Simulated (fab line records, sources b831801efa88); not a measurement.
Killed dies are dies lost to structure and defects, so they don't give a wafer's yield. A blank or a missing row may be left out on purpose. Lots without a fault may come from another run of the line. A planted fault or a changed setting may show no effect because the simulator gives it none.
Which tool did it? | flow gf180mcu | 11 lots, 33 wafers sampled, at 7 steps of a route of 602

WHAT THE GAUGES READ, wafer by wafer
GF_CONTACT_RS_MEAS_25: measures by four-point-probe.
lot  | measured     | on            | CONTACT_W_RS (ohm/sq)
L913 | day 15 22:42 | film_metro-01 | 0.377 0.390 0.371
L916 | day 17 05:55 | film_metro-01 | 0.373 0.373 0.375
L920 | day 18 21:23 | film_metro-01 | 0.379 0.378 0.373
L921 | day 19 03:44 | film_metro-03 | 0.373 0.377 0.379
L922 | day 19 19:14 | film_metro-03 | 0.388 0.372 0.372
L925 | day 20 13:32 | film_metro-02 | 0.372 0.383 0.387
L927 | day 21 20:22 | film_metro-03 | 0.395 0.391 0.377
L928 | day 22 00:21 | film_metro-03 | 0.372 0.382 0.383
L929 | day 22 03:09 | film_metro-02 | 0.378 0.384 0.379
L930 | day 22 08:36 | film_metro-02 | 0.633 0.605 0.639 0.635 0.605 0.637
L931 | day 22 20:10 | film_metro-01 | 0.638 0.613 0.603 0.638 0.613 0.603

GF_CONTACT_THK_MEAS_26: measures by xrf.
lot  | measured     | on            | CONTACT_W_THK (nm)
L913 | day 15 22:49 | film_metro-01 | 308 297 314
L916 | day 17 06:01 | film_metro-01 | 313 314 313
L920 | day 18 21:29 | film_metro-01 | 309 308 314
L921 | day 19 03:52 | film_metro-03 | 310 308 305
L922 | day 19 19:21 | film_metro-03 | 299 310 309
L925 | day 20 13:39 | film_metro-02 | 313 304 299
L927 | day 21 20:28 | film_metro-03 | 291 296 305
L928 | day 22 00:28 | film_metro-03 | 310 302 303
L929 | day 22 03:16 | film_metro-02 | 309 303 308
L930 | day 22 10:45 | film_metro-02 | 185 194 184 185 193 183
L931 | day 22 22:19 | film_metro-01 | 184 191 196 185 191 194

GF_M1_THK_MEAS_06: measures by xrf.
lot  | measured     | on            | M1_ALCU_THK (nm)
L913 | day 15 23:31 | film_metro-01 | 457 443 445
L916 | day 17 06:43 | film_metro-01 | 458 454 455
L920 | day 18 22:11 | film_metro-01 | 451 454 457
L921 | day 19 04:34 | film_metro-01 | 446 450 443
L922 | day 19 20:03 | film_metro-04 | 449 444 442
L925 | day 20 14:21 | film_metro-02 | 461 462 460
L927 | day 21 21:10 | film_metro-04 | 447 451 452
L928 | day 22 01:10 | film_metro-02 | 454 452 449
L929 | day 22 03:58 | film_metro-04 | 453 441 450
L930 | day 22 15:58 | film_metro-02 | 448 446 449
L931 | day 23 01:40 | film_metro-02 | 458 449 460

WHICH TOOL RAN EACH LOT (tool, then ch and the chambers of the sampled wafers, then the start)
lot  | GF_CONTACT_STRIP_18                  | GF_CONTACT_CVD_24             | GF_CONTACT_CMP_27             | GF_M1_SPUTTER_02
L913 | plasma_asher-04 ch 0,1, day 15 22:11 | cvd_w-02 ch 0,1, day 15 22:36 | cmp-01 ch 0,1,3, day 15 22:53 | pvd_sputter-01, day 15 23:19
L916 | plasma_asher-02 ch 0,1, day 17 05:22 | cvd_w-01 ch 0,1, day 17 05:48 | cmp-02 ch 2,3, day 17 06:03   | pvd_sputter-01, day 17 06:29
L920 | plasma_asher-04 ch 0,1, day 18 20:52 | cvd_w-01 ch 0,1, day 18 21:16 | cmp-02 ch 0,2,3, day 18 21:37 | pvd_sputter-01, day 18 21:56
L921 | plasma_asher-03 ch 0,1, day 19 03:14 | cvd_w-01 ch 0,1, day 19 03:38 | cmp-01 ch 1,2,3, day 19 03:55 | pvd_sputter-04, day 19 04:21
L922 | plasma_asher-03 ch 0,1, day 19 18:38 | cvd_w-02 ch 0,1, day 19 19:08 | cmp-02 ch 2,3, day 19 19:25   | pvd_sputter-04, day 19 19:50
L925 | plasma_asher-04 ch 0,1, day 20 13:02 | cvd_w-02 ch 0,1, day 20 13:26 | cmp-02 ch 0,1,3, day 20 13:46 | pvd_sputter-03, day 20 14:08
L927 | plasma_asher-03 ch 0,1, day 21 19:52 | cvd_w-02 ch 0,1, day 21 20:16 | cmp-01 ch 0,1, day 21 20:34   | pvd_sputter-01, day 21 20:56
L928 | plasma_asher-02 ch 0,1, day 21 23:50 | cvd_w-01 ch 0,1, day 22 00:14 | cmp-02 ch 0,1, day 22 00:34   | pvd_sputter-01, day 22 00:57
L929 | plasma_asher-04 ch 0,1, day 22 02:38 | cvd_w-01 ch 0,1, day 22 03:03 | cmp-02 ch 0,1,2, day 22 03:20 | pvd_sputter-04, day 22 03:46
L930 | plasma_asher-03 ch 0,1, day 22 08:05 | cvd_w-02 ch 0,1, day 22 08:28 | cmp-01 ch 0,2,3, day 22 15:25 | pvd_sputter-01, day 22 15:45
L931 | plasma_asher-02 ch 0,1, day 22 19:40 | cvd_w-02 ch 0,1, day 22 20:04 | cmp-01 ch 1,3, day 23 00:52   | pvd_sputter-01, day 23 01:18
- GF_CONTACT_STRIP_18: strips in O2/N2.
- GF_CONTACT_CVD_24: deposits W, target thk 300 nm, time 90.339 s.
- GF_CONTACT_CMP_27: polishes, stops on SiO2, t overpolish 15 s, target thk 0 nm.
- GF_M1_SPUTTER_02: material AlCu, target thk 450 nm, time 23.9 s.

WHAT THE TOOLS THEMSELVES READ (means of the sampled wafers that have a number; where no wafer has one, the mark that the record gives instead)
GF_CONTACT_STRIP_18.
lot  | tool            | drypump_motor_current_A (A) | heater_power_w (W) | oes_product_au (a.u.)
L913 | plasma_asher-04 | 5.46                        | 310                | 0.585
L916 | plasma_asher-02 | 5.27                        | 305                | 0.578
L920 | plasma_asher-04 | 5.43                        | 298                | 0.584
L921 | plasma_asher-03 | 5.31                        | 346                | 0.581
L922 | plasma_asher-03 | 5.32                        | 343                | 0.583
L925 | plasma_asher-04 | 5.43                        | 303                | 0.581
L927 | plasma_asher-03 | 5.31                        | 346                | 0.579
L928 | plasma_asher-02 | 5.27                        | 307                | 0.582
L929 | plasma_asher-04 | 5.46                        | 310                | 0.586
L930 | plasma_asher-03 | 5.52                        | 336                | 0.581
L931 | plasma_asher-02 | 5.26                        | 306                | 0.584

GF_CONTACT_CVD_24.
lot  | tool     | heater_power_w (W)
L913 | cvd_w-02 | 765
L916 | cvd_w-01 | 825
L920 | cvd_w-01 | 740
L921 | cvd_w-01 | 750
L922 | cvd_w-02 | 763
L925 | cvd_w-02 | 724
L927 | cvd_w-02 | 730
L928 | cvd_w-01 | 757
L929 | cvd_w-01 | 776
L930 | cvd_w-02 | 732
L931 | cvd_w-02 | 772

GF_CONTACT_CMP_27.
lot  | tool   | motor_current_A (A) | time_to_endpoint_s (s)
L913 | cmp-01 | 11.2                | 72
L916 | cmp-02 | 11.4                | 76
L920 | cmp-02 | 11.7                | 72
L921 | cmp-01 | 11.1                | 71
L922 | cmp-02 | 11.5                | 77
L925 | cmp-02 | 11.4                | 79
L927 | cmp-01 | 10.4                | 73
L928 | cmp-02 | 11.6                | 78
L929 | cmp-02 | 11.2                | 79
L930 | cmp-01 | 11.4                | 46
L931 | cmp-01 | 11.2                | 44

GF_M1_SPUTTER_02.
lot  | tool           | throttle_valve_pct (%)
L913 | pvd_sputter-01 | 29.3
L916 | pvd_sputter-01 | 28.9
L920 | pvd_sputter-01 | 29.0
L921 | pvd_sputter-04 | 30.9
L922 | pvd_sputter-04 | 30.1
L925 | pvd_sputter-03 | 30.0
L927 | pvd_sputter-01 | 30.0
L928 | pvd_sputter-01 | 29.5
L929 | pvd_sputter-04 | 30.5
L930 | pvd_sputter-01 | 29.6
L931 | pvd_sputter-01 | 29.6

THE ANSWER, worked out from the rows above alone
Rule: what is usual is taken from the lots themselves. Put in order of their means at a reading, lots are off if they are a third of the lots or fewer, leave a main group of 4 or more, and stand apart from it by a gap of 3 or more times the standard deviation of the main group's means; of several such gaps the widest counts. A main group whose means are all the same, to the digits that the tables above print for the reading, isn't used. A lot without any number at a reading at which 4 lots or more have one is off too. The other lots that the step has rows for count as sound. The gauges are gone through in route order, then the tools' own readings, and for those a lot's mean is taken as printed above. The first step at which some lot is off is used, and at that step the reading that is off furthest; a lot without a number counts as furthest.
Off: L930, L931, at GF_CONTACT_RS_MEAS_25 (CONTACT_W_RS). The main group: mean 0.379 ohm/sq, standard deviation 0.0037.
A tool fits if, at a process step before that reading, it ran every lot that is off, and no sound lot after the first of them. The gauges at GF_CONTACT_RS_MEAS_25 aren't tried: what is off there is off at GF_CONTACT_CMP_27 too, on other tools, and a gauge's error can't cause that. One fits: cvd_w-02 at GF_CONTACT_CVD_24. Its last sound lot is L927 (day 21 20:16), its first lot that is off L930 (day 22 08:28): a fault that began between those two fits.

WHAT THE SIMULATOR HAD PUT IN
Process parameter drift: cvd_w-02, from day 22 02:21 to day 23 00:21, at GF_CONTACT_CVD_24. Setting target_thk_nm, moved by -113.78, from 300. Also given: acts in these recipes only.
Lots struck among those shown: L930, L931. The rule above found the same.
